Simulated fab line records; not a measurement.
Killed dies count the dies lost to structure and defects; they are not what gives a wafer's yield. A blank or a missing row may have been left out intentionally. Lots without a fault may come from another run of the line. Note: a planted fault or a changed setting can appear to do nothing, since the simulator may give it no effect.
Chamber matching -- flow sfq line -- SFQ_TRILAYER_I5_BARC_OPEN_VIA_ETCH_200 on rie diel-01: 4 sister chambers
The step etches BARC in O2, target depth 125 nm, time 41.7 s. 8 wafers are shown with their chamber, then 8 later ones without.

## EACH WAFER AND ITS CHAMBER
wafer,chamber,drypump motor current A (A),oes product au (a.u.)
L087.2,2,5.6,0.685
L089.1,1,5.8,0.687
L089.2,0,5.8,0.679
L089.5,3,5.2,0.680
L090.1,1,5.8,0.686
L090.3,0,5.8,0.683
L090.4,3,5.1,0.686
L091.1,2,5.7,0.684

## WAFERS WITHOUT THEIR CHAMBER
wafer,drypump motor current A (A),oes product au (a.u.)
L091.4,5.8,0.683
L091.6,5.1,0.691
L093.2,5.6,0.690
L093.4,5.7,0.690
L093.5,5.8,0.691
L097.1,5.2,0.685
L097.2,5.7,0.683
L097.3,5.8,0.682

## WHICH CHAMBER EACH ONE RAN IN
wafer,from the rows above,in truth
L091.4,can't be placed: 0 or 1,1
L091.6,3,3
L093.2,can't be placed: 2 or 1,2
L093.4,can't be placed: 2 or 1 or 0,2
L093.5,1,1
L097.1,3,3
L097.2,can't be placed: 2 or 0 or 1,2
L097.3,can't be placed: 0 or 1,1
Correct placement for 3 of the 8. From these rows, 5 cannot be placed; in 5 the true chamber is one of the candidates. Placed wrongly: 0.
How it was worked out, from the rows above alone: a wafer's distance from a chamber is the root of the sum, over the readings, of the square of ((its reading less the chamber's mean) divided by the reading's scatter). The wafer belongs to the nearest chamber; if the next one is less than 2 further off, it can't be placed. A chamber's mean is the mean of its shown wafers. The scatter is the square root of a quotient: the sum, over the shown wafers, of each reading's squared deviation from its chamber's mean, divided by wafers minus chambers.
